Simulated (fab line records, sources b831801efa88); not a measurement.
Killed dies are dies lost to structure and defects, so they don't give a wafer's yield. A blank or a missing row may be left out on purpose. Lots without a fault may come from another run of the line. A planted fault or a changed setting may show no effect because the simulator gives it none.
fab line records | flow sky130
record lots=12 wafers=34 last_day=50
route steps=708 shown LDD_HVP@285 LDD_LDN@302 SD_N@356 SD_P@359
lots that met no fault: from a run of the same line without faults
start_h: hours from the record's first day to the start of the lot's first wafer shown | wait_h: hours since the lot's step before | " the same as in the row above | L1.1+2: a row that stands for several wafers | - no value, or no start given | * or withheld: withheld | < > ~ a bound
route shown NAME@n: a module of which the file shows steps, and the number in the route of the first | usual: mean/standard deviation of fault-free wafers | same: alike in all rows | chamber/n: place in a boat | sites: the reading at each site | _std_site: their standard deviation | _edge_site: outer sites' mean less inner sites' | radius_mm: how far each site lies from the wafer's centre | mask NAME#n: copy n | behind: the tool/chamber that last shaped the wafer | hold: why the lot was held/for how many hours/how that ended | device: the transistor (n, p or np) that didn't switch | end of line: the same wafers' tests at the end of the route | a step without rows: its recipe alone | killed: dies lost to structure and defects at the first sort, not the wafer's yield | map: a wafer's dies, x killed, . not, _ none there
set.NAME: the setting as run; set.NAME@STEP: as run at that earlier step | model.NAME: the simulator's own value behind a step, which no gauge read
steps of the route over a sample of lots; a table a step, a row a wafer
services: from which hour (start_h, from the record's first day; less than 0 if before it) a tool's chamber was out of use, for how many hours, and why
## steps
# step SKY_LDD_HVP_OVL_MEAS_07
# usual LDD_HVP_OVL=0.5/1.2
# columns lot.wafer tool chamber start_h wait_h LDD_HVP_OVL[nm]
L408.1 overlay-02 - 484.64 0.1 0.2
L408.2 " - " " 1.1
L408.3 " - " " -0.5
L409.1 overlay-02 - 503.04 0.1 -1.5
L409.4 " - " " -2.3
L409.5 " - " " -1.2
L410.1 overlay-02 - 514.41 0.1 -0.2
L410.3 " - " " 0.9
L410.4 " - " " -0.2
L412.2 overlay-02 - 530.71 0.1 1.3
L412.3 " - " " 2.5
L412.5 " - " " 2.3
L414.2 overlay-01 - 546.59 0.1 1.7
L414.3 " - " " 1.0
L414.6 " - " " 0.6
L415.2 overlay-02 - 556.86 0.1 0.1
L415.5 " - " " 1.2
L415.6 " - " " -2.0
L416.2 overlay-01 - 563.74 0.1 -1.0
L416.3 " - " " -0.2
L416.6 " - " " 0.3
L424.3 overlay-02 - 634.35 0.1 2.1
L425.1 overlay-01 - 644.91 0.1 1.5
L425.3 " - " " 1.8
L425.4 " - " " 2.0
L427.2 overlay-01 - 654.61 0.1 0.4
L427.3 " - " " 1.3
L427.4 " - " " 3.1
L429.1 overlay-02 - 672.11 0.1 0.1
L429.4 " - " " 0.0
L429.5 " - " " -1.7
L431.3 overlay-02 - 700.17 0.1 1.1
L431.4 " - " " 0.5
L431.5 " - " " 0.7
# step SKY_LDD_HVP_STRIP_09
# recipe chemistry=O2/N2 power_w=1400 pressure_mtorr=1500 platen_temp_c=withheld o2_flow_sccm=3000 n2_flow_sccm=300 overash_fraction=0.5
# usual drypump_motor_current_A=5.60/0.3 oes_product_au=0.408/0.0043 strip_time_to_endpoint_s=4.133/0.015
# same overash_fraction=0.5
# columns lot.wafer tool chamber start_h wait_h drypump_motor_current_A oes_product_au rf_hours_counter_h strip_time_to_endpoint_s
L408.1 plasma_asher-02 0 484.82 0.1 5.30 0.410 80 4.126
L408.2 " 1 " " 5.38 0.413 80 4.134
L408.3 " 0 " " 5.28 0.412 - 4.143
L409.1 plasma_asher-03 1 503.22 0.1 5.55 0.408 5 4.128
L409.4 " 0 " " 5.35 0.414 - 4.153
L409.5 " 1 " " 5.57 0.410 - 4.126
L410.1 plasma_asher-02 1 514.59 0.1 5.36 0.409 83 4.139
L410.3 " 0 " " 5.28 0.398 - 4.147
L410.4 " 1 " " 5.34 0.411 - 4.138
L412.2 plasma_asher-03 0 530.89 0.1 5.34 0.407 8 4.118
L412.3 " 0 " " 5.36 0.407 - 4.106
L412.5 " 1 " " 5.56 0.414 - 4.121
L414.2 plasma_asher-02 0 546.77 0.1 5.31 0.405 86 4.145
L414.3 " 1 " " 5.37 0.413 - 4.130
L414.6 " 0 " " 5.31 0.409 - 4.141
L415.2 plasma_asher-03 0 557.04 0.1 5.34 0.404 11 4.140
L415.5 " 1 " " 5.59 0.414 - 4.146
L415.6 " 0 " " 5.35 0.418 - 4.158
L416.2 plasma_asher-03 1 563.92 0.1 5.57 0.411 12 4.132
L416.3 " 1 " " 5.57 0.405 - 4.134
L416.6 " 1 " " 5.57 0.408 - 4.143
L424.3 plasma_asher-01 1 634.56 0.1 5.85 0.403 - 4.118
L425.1 plasma_asher-01 1 645.09 0.1 5.85 0.407 52 4.135
L425.3 " 0 " " 6.06 0.401 - 4.123
L425.4 " 1 " " 5.86 0.411 - 4.152
L427.2 plasma_asher-02 0 654.79 0.1 5.28 0.405 96 4.130
L427.3 " 0 " " 5.27 0.408 - 4.113
L427.4 " 1 " " 5.35 0.406 - 4.125
L429.1 plasma_asher-01 1 672.29 0.1 5.87 0.411 55 4.120
L429.4 " 0 " " 6.07 0.409 - 4.109
L429.5 " 0 " " 6.04 0.405 - 4.128
L431.3 plasma_asher-01 1 700.38 0.1 5.89 0.408 - 4.117
L431.4 " 0 " " 6.05 0.407 - 4.116
L431.5 " 1 " " 5.89 0.409 - 4.128
# step SKY_LDD_LDN_TW_MEAS_13
# usual LDD_LDN_TW=1466/11
# columns lot.wafer tool chamber start_h wait_h LDD_LDN_TW
L408.1 film_metro-02 - 515.17 0.1 1449
L408.2 " - " " 1446
L408.3 " - " " 1453
L409.1 film_metro-02 - 534.47 0.1 1448
L409.4 " - " " 1455
L409.5 " - " " 1457
L410.1 film_metro-02 - 546.07 0.1 1457
L410.3 " - " " 1445
L410.4 " - " " 1448
L412.2 film_metro-04 - 561.47 0.1 1469
L412.3 " - " " 1479
L412.5 " - " " 1467
L414.2 film_metro-04 - 576.63 0.1 1468
L414.3 " - " " 1473
L414.6 " - " " 1471
L415.2 film_metro-03 - 586.83 0.1 1475
L415.5 " - " " 1470
L415.6 " - " " 1475
L416.2 film_metro-04 - 593.78 0.1 1466
L416.3 " - " " 1459
L416.6 " - " " 1466
L424.3 film_metro-02 - 663.49 0.1 1458
L425.1 film_metro-04 - 674.71 0.1 1463
L425.3 " - " " 1460
L425.4 " - " " 1461
L427.2 film_metro-04 - 683.58 0.1 1457
L427.3 " - " " 1468
L427.4 " - " " 1462
L429.1 film_metro-03 - 700.37 0.1 1474
L429.4 " - " " 1485
L429.5 " - " " 1484
L431.3 film_metro-02 - 728.49 0.1 1464
L431.4 " - " " 1453
L431.5 " - " " 1453
# step SKY_SD_N_RTA_14
# recipe temp_c=1075 time_s=2 idle_temp_c=650 ramp_up_c_per_s=150 ramp_down_c_per_s=90 ambient=N2
# usual lamp_power_pct=15.74/0.053 wafer_temp_C_max=1078.0/1.3
# columns lot.wafer tool chamber start_h wait_h lamp_power_pct wafer_temp_C_max
L408.1 rtp_anneal-02 0 635.05 0.0 15.71 1078.7
L408.2 " 0 " " 15.75 1079.3
L408.3 " 0 " " 15.75 1078.6
L409.1 rtp_anneal-01 0 653.71 0.0 15.74 1080.7
L409.4 " 0 " " 15.80 1080.1
L409.5 " 0 " " 15.75 1078.0
L410.1 rtp_anneal-02 0 665.84 0.0 15.82 1076.8
L410.3 " 0 " " 15.72 1081.9
L410.4 " 0 " " 15.77 1075.7
L412.2 rtp_anneal-02 0 680.61 0.0 15.71 1076.6
L412.3 " 0 " " 15.77 1076.1
L412.5 " 0 " " 15.70 1078.4
L414.2 rtp_anneal-02 0 694.45 0.0 15.79 1078.7
L414.3 " 0 " " 15.66 1080.2
L414.6 " 0 " " 15.68 1078.5
L415.2 rtp_anneal-01 0 703.92 0.0 15.74 1079.0
L415.5 " 0 " " 15.69 1078.0
L415.6 " 0 " " 15.72 1078.0
L416.2 rtp_anneal-02 0 710.56 0.0 15.76 1077.5
L416.3 " 0 " " 15.69 1078.5
L416.6 " 0 " " 15.86 1076.8
L424.3 rtp_anneal-02 0 776.99 0.0 15.74 1084.3
L425.1 rtp_anneal-01 0 786.35 0.0 15.68 1077.2
L425.3 " 0 " " 15.69 1077.8
L425.4 " 0 " " 15.81 1077.6
L427.2 rtp_anneal-01 0 796.69 0.0 15.73 1077.5
L427.3 " 0 " " 15.66 1077.4
L427.4 " 0 " " 15.78 1078.7
L429.1 rtp_anneal-01 0 812.60 0.0 15.76 1078.0
L429.4 " 0 " " 15.78 1078.7
L429.5 " 0 " " 15.73 1077.5
L431.3 rtp_anneal-01 0 839.93 0.0 15.82 1078.4
L431.4 " 0 " " 15.82 1079.0
L431.5 " 0 " " 15.77 1077.0
# step SKY_SD_N_RS_MEAS_16
# recipe thk_meas_gauge=four-point-probe
# usual SD_N_RS=68.48/0.098
# columns lot.wafer tool chamber start_h wait_h SD_N_RS[ohm/sq]
L408.1 film_metro-04 - 635.22 0.1 68.48
L408.2 " - " " 68.60
L408.3 " - " " 68.37
L409.1 film_metro-01 - 653.88 0.1 68.40
L409.4 " - " " 68.59
L409.5 " - " " 68.31
L410.1 film_metro-03 - 666.01 0.1 68.51
L410.3 " - " " 68.53
L410.4 " - " " 68.54
L412.2 film_metro-01 - 680.79 0.1 68.40
L412.3 " - " " 68.55
L412.5 " - " " 68.38
L414.2 film_metro-03 - 694.64 0.1 68.53
L414.3 " - " " 68.40
L414.6 " - " " 68.59
L415.2 film_metro-03 - 704.10 0.1 68.45
L415.5 " - " " 68.61
L415.6 " - " " 68.61
L416.2 film_metro-03 - 710.74 0.1 68.58
L416.3 " - " " 68.62
L416.6 " - " " 68.63
L424.3 film_metro-01 - 777.22 0.1 67.64
L425.1 film_metro-01 - 786.53 0.1 68.46
L425.3 " - " " 68.47
L425.4 " - " " 68.41
L427.2 film_metro-04 - 796.88 0.1 68.45
L427.3 " - " " 68.50
L427.4 " - " " 68.48
L429.1 film_metro-04 - 812.77 0.1 68.55
L429.4 " - " " 68.45
L429.5 " - " " 68.44
L431.3 film_metro-04 - 840.16 0.1 68.46
L431.4 " - " " 68.52
L431.5 " - " " 68.49
# step SKY_SD_N_RS_MEAS_17
# recipe thk_meas_gauge=four-point-probe
# usual SD_P_RS=146.9/0.34
# columns lot.wafer tool chamber start_h wait_h SD_P_RS[ohm/sq]
L408.1 film_metro-04 - 635.34 0.1 146.7
L408.2 " - " " 147.3
L408.3 " - " " 147.0
L409.1 film_metro-01 - 654.00 0.1 146.7
L409.4 " - " " 146.8
L409.5 " - " " 146.3
L410.1 film_metro-03 - 666.13 0.1 147.3
L410.3 " - " " 147.6
L410.4 " - " " 147.4
L412.2 film_metro-01 - 680.91 0.1 146.7
L412.3 " - " " 146.7
L412.5 " - " " 146.1
L414.2 film_metro-03 - 694.76 0.1 146.7
L414.3 " - " " 146.6
L414.6 " - " " 147.0
L415.2 film_metro-03 - 704.22 0.1 147.1
L415.5 " - " " 147.3
L415.6 " - " " 146.9
L416.2 film_metro-03 - 710.86 0.1 146.9
L416.3 " - " " 147.2
L416.6 " - " " 147.2
L424.3 film_metro-01 - 777.34 0.1 142.7
L425.1 film_metro-01 - 786.65 0.1 146.6
L425.3 " - " " 146.9
L425.4 " - " " 146.5
L427.2 film_metro-04 - 797.00 0.1 147.0
L427.3 " - " " 147.1
L427.4 " - " " 147.0
L429.1 film_metro-04 - 812.89 0.1 147.3
L429.4 " - " " 147.1
L429.5 " - " " 146.9
L431.3 film_metro-04 - 840.28 0.1 146.8
L431.4 " - " " 146.8
L431.5 " - " " 147.0
## services
# columns tool chamber start_h hours kind
rtp_anneal-02 - 477.19 4.9 pm
plasma_asher-03 - 493.88 1.6 repair
plasma_asher-02 - 640.70 0.9 repair
rtp_anneal-01 - 642.51 0.9 pm
plasma_asher-01 - 672.78 3.0 repair
rtp_anneal-01 - 699.64 3.3 pm
plasma_asher-02 - 707.89 0.5 repair
plasma_asher-01 - 717.02 2.8 pm
plasma_asher-02 - 733.75 9.0 pm
plasma_asher-02 0 733.75 9.0 vent_cycle
plasma_asher-02 1 733.75 9.0 vent_cycle
plasma_asher-02 0 742.75 - clean
plasma_asher-02 1 742.75 - clean
plasma_asher-03 - 783.51 2.8 pm
plasma_asher-01 - 794.48 8.2 repair
plasma_asher-02 - 831.01 2.8 pm
## key
first_sign step=SKY_SD_N_RTA_14 reading=wafer_temp_C_max direction=up sigmas=4.7 usual=* struck=*
effect step=SKY_SD_N_RS_MEAS_16 reading=SD_N_RS direction=down sigmas=8.6 usual=68.48 struck=67.64
effect step=SKY_SD_N_RS_MEAS_17 reading=SD_P_RS direction=down sigmas=13 usual=146.9 struck=142.7
met_at SKY_SD_N_RTA_14
struck_lots L424
tester_left_out L424
not_acting_at SKY_LDD_HVP_OVL_MEAS_07,SKY_LDD_HVP_STRIP_09,SKY_LDD_LDN_TW_MEAS_13
onset_between 710.56 776.99
fault kind=process_parameter_drift tool=rtp_anneal-02 chamber=- onset_h=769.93 steps=SKY_SD_N_RTA_14 channel=temp_c offset=* shape=step end_h=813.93 acts_in=* stated=*
# tester_left_out: of these lots the tester's yield and bins aren't shown, on N5 and GAA mostly nor the transistor test; their killed dies are dies lost to structure and defects alone, not to doping, threshold or leakage, so they don't give the yield
